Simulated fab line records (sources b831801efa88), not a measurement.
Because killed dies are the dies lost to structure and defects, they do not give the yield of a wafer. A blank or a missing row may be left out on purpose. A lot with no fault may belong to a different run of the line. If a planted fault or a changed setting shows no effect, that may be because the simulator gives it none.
Check for tools in common | flow sky130 | 12 lots, 36 wafers sampled

WHY THIS WAS OPENED
Of 12 lots, 3 have the reading NWELL_TW flagged at SKY_NWELL_TW_MEAS_15. Wafers without a fault read 1813, standard deviation 12.
Rule: a lot is flagged in two cases, either no wafer of it has a number, or all its wafers with numbers fall more than 4 standard deviations from that mean. The rest of the lots are taken to be sound.

lot  | measured    | on            | NWELL_TW, wafer by wafer | flag
L693 | day 5 01:40 | film metro-03 | 1814 1816 1808           |
L694 | day 5 05:04 | film metro-01 | 1813 1819 1812           |
L696 | day 5 18:41 | film metro-01 | 1825 1827 1821           |
L697 | day 6 01:50 | film metro-01 | 1825 1826 1823           |
L699 | day 6 09:34 | film metro-04 | 1823 1829 1817           |
L700 | day 6 19:49 | film metro-04 | 1819 1811 1830           |
L701 | day 7 01:39 | film metro-03 | 1811 1808 1820           |
L702 | day 7 02:40 | film metro-03 | 2241 2250 2244           | FLAGGED
L704 | day 7 16:11 | film metro-01 | 2243 2241 2234           | FLAGGED
L705 | day 8 00:20 | film metro-01 | 1814 1799 1814           |
L706 | day 8 07:38 | film metro-04 | 2211 2209 2205           | FLAGGED
L713 | day 9 22:44 | film metro-03 | 1819 1823 1818           |
The mean of the flagged lots' numbers is 2231, +418 from the usual (+35 standard deviations).

WHICH TOOL RAN EACH LOT
The record keeps 1 process step preceding the reading, out of 708 steps on the route. In each cell: the tool, then ch and the chambers that the sampled wafers went through, then the start.
lot  | flag    | SKY_NWELL_IMPLANT_11
L693 |         | implanter-02 ch 0, day 5 01:07
L694 |         | implanter-01 ch 0, day 5 04:31
L696 |         | implanter-04 ch 0, day 5 18:08
L697 |         | implanter-04 ch 0, day 6 01:17
L699 |         | implanter-02 ch 0, day 6 09:02
L700 |         | implanter-04 ch 0, day 6 19:16
L701 |         | implanter-04 ch 0, day 7 01:07
L702 | FLAGGED | implanter-02 ch 0, day 7 01:49
L704 | FLAGGED | implanter-02 ch 0, day 7 15:19
L705 |         | implanter-04 ch 0, day 7 23:47
L706 | FLAGGED | implanter-01 ch 0, day 8 06:47
L713 |         | implanter-02 ch 0, day 9 22:11
What these steps do:
- SKY_NWELL_IMPLANT_11
- SKY_NWELL_TW_MEAS_15

FLAGGED OVER TOTAL, TOOL BY TOOL (the gauges that took the reading come last)
step                 | tool          | lots run | flagged | share of the flagged lots | sound lots run after its first flagged lot
SKY_NWELL_IMPLANT_11 | implanter-01  | 2        | 1       | some                      | 0
SKY_NWELL_IMPLANT_11 | implanter-02  | 5        | 2       | some                      | 1 (L713)
SKY_NWELL_IMPLANT_11 | implanter-04  | 5        | 0       | none                      | -
SKY_NWELL_TW_MEAS_15 | film metro-01 | 5        | 1       | some                      | 1 (L705)
SKY_NWELL_TW_MEAS_15 | film metro-03 | 4        | 1       | some                      | 1 (L713)
SKY_NWELL_TW_MEAS_15 | film metro-04 | 3        | 1       | some                      | 0

WHAT THE TABLE PERMITS
No row of the table ran every flagged lot.

WHAT WAS PUT IN BY THE SIMULATOR
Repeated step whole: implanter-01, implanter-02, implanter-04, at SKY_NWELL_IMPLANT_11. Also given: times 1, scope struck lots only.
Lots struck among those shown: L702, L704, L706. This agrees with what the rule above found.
